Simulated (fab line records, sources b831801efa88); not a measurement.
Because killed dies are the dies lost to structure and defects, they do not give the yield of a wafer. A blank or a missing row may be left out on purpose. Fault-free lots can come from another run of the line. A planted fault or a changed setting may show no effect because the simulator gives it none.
Struck lot and sound lot, side by side | flow sky130 | 15 steps out of a route of 708
Sound: these wafers, L601.1, L601.2, L601.4. Wafers L613.3, L613.4, L613.5 were the ones struck. The cause is named last.
At each step with rows: each side's tool, then ch and its chambers, then its first start. Under that, the readings that differ: sound wafers | struck wafers | difference of the means | sigmas: that difference in standard deviations of wafers without a fault.
alike: a reading whose means differ by less than 2 such deviations, as well as words and numbers matching on both sides. not compared: withheld readings; readings where some wafer has no value; bounds like >300 that might hide an equal value; numbers whose values overlap and for which the record gives no deviation.
Wherever a step has rows on one side only, a row that says differs or no value, or a row with sigmas, the two part there. Non-overlapping numbers with no deviation appear without sigmas and do not part them. Lack of a reading on every wafer of one side parts them only where that side has two or more wafers.

first, 5 steps without rows for these wafers: SKY_SONOS_TUNNEL_COAT_02 (resist thk 1140 nm); SKY_SONOS_TUNNEL_SOFTBAKE_03 (time 60 s); SKY_SONOS_TUNNEL_EXPOSE_04 (exposes mask TUNM, target cd 410 nm); SKY_SONOS_TUNNEL_PEB_05; SKY_SONOS_TUNNEL_DEVELOP_06 (develop time 60 s).
SKY_SONOS_TUNNEL_CD_MEAS_07: target cd 410 nm.
  sound: cd_sem-02 at day 11 18:04; struck: cd_sem-02 at day 15 17:19
  reading    | sound             | struck            | difference | sigmas
  cd_nm (nm) | 408.2 409.2 405.5 | 412.9 414.6 414.2 | +6.3       | +3
SKY_SONOS_TUNNEL_OVL_MEAS_08:
  sound: overlay-01 at day 11 18:11; struck: overlay-01 at day 15 17:24
  alike: SONOS_TUNNEL_OVL
then, 3 steps without rows for these wafers: SKY_SONOS_TUNNEL_IMPLANT_09; SKY_SONOS_TUNNEL_WET_ETCH_10 (etches SiO2 in dHF, target depth 14 nm, time 280 s); SKY_SONOS_TUNNEL_STRIP_11 (strips in SPM, time 600 s).
SKY_SONOS_TUNNEL_TW_MEAS_12:
  sound: film_metro-04 at day 11 18:38; struck: film_metro-02 at day 15 17:51
  alike: SONOS_TUNNEL_TW
then, 1 step without rows for these wafers: SKY_SONOS_TUNNEL_CLEAN_13 (cleans in dHF, time 20 s).
SKY_SONOS_ONO_OXIDATION_00: stabilise 600 s, purge 300 s, target thk 2.6 nm.
  sound on furnace-02 ch 0, day 11 19:03; struck on furnace-01 ch 0, day 15 17:55
  reading                                          | sound                | struck               | difference | sigmas
  spike_tc_lower_C (C)                             | 800.6 800.3 800.2    | 805.2 806.3 806.1    | +5.5       | +5
  spike_tc_top_C (C)                               | 808.8 809.3 810.9    | 821.0 819.3 818.9    | +10.1      | +5
  tube_center_temp_C (C)                           | 799.96 799.82 799.97 | 804.47 804.56 804.65 | +4.64      | +69
  tube_center_temp_C_max                           | 802.1 801.4 802.0    | 806.1 806.9 806.9    | +4.8       | +14
  model.SiO2_of_SONOS_ONO_OXIDATION_00.thk_nm (nm) | 2.68 2.626 2.654     | 2.748 2.77 2.771     | +0.110     |
SKY_SONOS_ONO_THK_MEAS_01:
  sound: film_metro-02 at day 11 20:24; struck: film_metro-03 at day 15 19:16
  reading                      | sound          | struck         | difference | sigmas
  SONOS_ONO_OXIDATION_THK (nm) | 2.65 2.64 2.62 | 2.70 2.79 2.78 | +0.12      | +2
  not compared: hold
-- record jumps: 33 days separate the struck wafers' starts on either side; left off in module SONOS_ONO, taken up again in module PAD_OPEN, whose first shown step is the route's number 708 --
SKY_PAD_OPEN_PROBE_99:
  sound: prober-02 at day 45 22:47; struck: prober-02 at day 48 20:29
  reading                           | sound                | struck               | difference | sigmas
  model.etest.sonos_erased.vt_v (V) | -2.232 -2.249 -2.323 | -2.079 -2.023 -2.102 | +0.200     |
  alike: killed_at_M0_to_M3, killed_at_M4_up, killed_at_contacts, killed_at_front_end, killed_at_other, killed_dies, killed_open, killed_short
  not compared: model.etest.sonos_baked.vt_less_v

== WHERE THEY PART ==
At SKY_SONOS_TUNNEL_CD_MEAS_07 first; at SKY_SONOS_ONO_THK_MEAS_01 last (within this record only). Later steps at which nothing parts them and some readings are alike: SKY_PAD_OPEN_PROBE_99.

WHY: what had been put in by the simulator
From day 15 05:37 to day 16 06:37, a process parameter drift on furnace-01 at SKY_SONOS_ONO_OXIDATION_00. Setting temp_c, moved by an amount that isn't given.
